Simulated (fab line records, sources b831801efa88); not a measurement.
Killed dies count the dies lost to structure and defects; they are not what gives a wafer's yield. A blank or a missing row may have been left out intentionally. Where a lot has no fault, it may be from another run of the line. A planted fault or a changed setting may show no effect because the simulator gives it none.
Matching of chambers + flow gf180mcu + GF_V2_CMP_26 on cmp-02: 4 sister chambers
The step polishes, stops on SiO2, t overpolish 15 s, target thk 0 nm. 8 wafers are shown with their chamber, then 9 later ones without.

WAFERS PAIRED WITH THEIR CHAMBERS
| wafer  | chamber | motor-current-A (A) | time-to-endpoint-s (s) |
|--------|---------|---------------------|------------------------|
| L520.4 | 2       | 11.4                | 80                     |
| L521.1 | 3       | 11.5                | 80                     |
| L532.2 | 0       | 12.2                | 83                     |
| L532.3 | 3       | 10.9                | 88                     |
| L532.6 | 1       | 10.2                | 83                     |
| L535.1 | 0       | 12.3                | 88                     |
| L535.2 | 2       | 11.8                | 83                     |
| L535.5 | 1       | 10.5                | 83                     |

WAFERS WHOSE CHAMBER IS MISSING
| wafer  | motor-current-A (A) | time-to-endpoint-s (s) |
|--------|---------------------|------------------------|
| L537.1 | 11.9                | 82                     |
| L537.5 | 10.5                | 85                     |
| L537.6 | 11.9                | 83                     |
| L539.2 | 11.8                | 90                     |
| L539.4 | 11.2                | 85                     |
| L539.6 | 11.4                | 89                     |
| L541.1 | 12.6                | 82                     |
| L541.4 | 11.2                | 84                     |
| L541.5 | 11.1                | 85                     |

THE CHAMBER EACH PASSED THROUGH
| wafer  | from the rows above          | in truth |
|--------|------------------------------|----------|
| L537.1 | can't be placed: 2 or 0 or 3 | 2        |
| L537.5 | can't be placed: 1 or 3      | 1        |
| L537.6 | can't be placed: 2 or 0 or 3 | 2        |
| L539.2 | can't be placed: 0 or 2 or 3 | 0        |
| L539.4 | can't be placed: 3 or 2      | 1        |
| L539.6 | can't be placed: 3 or 2 or 0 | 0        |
| L541.1 | can't be placed: 0 or 2      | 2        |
| L541.4 | can't be placed: 3 or 2      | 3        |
| L541.5 | can't be placed: 3 or 2      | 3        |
Placed correctly: 0 of 9. Can't be placed from these rows: 9 (the true chamber is among the candidates in 8). Number placed wrongly: 0.
How it was worked out, from the rows above alone: a wafer's distance from a chamber is the root of the sum, over the readings, of the square of ((its reading less the chamber's mean) divided by the reading's scatter). The wafer belongs to the nearest chamber; if the next one is less than 2 further off, it can't be placed. Each chamber's mean is taken over the wafers shown for it. The scatter: take each reading less its chamber's mean, square it, sum over the shown wafers, divide by the number of wafers less the number of chambers, and take the root.
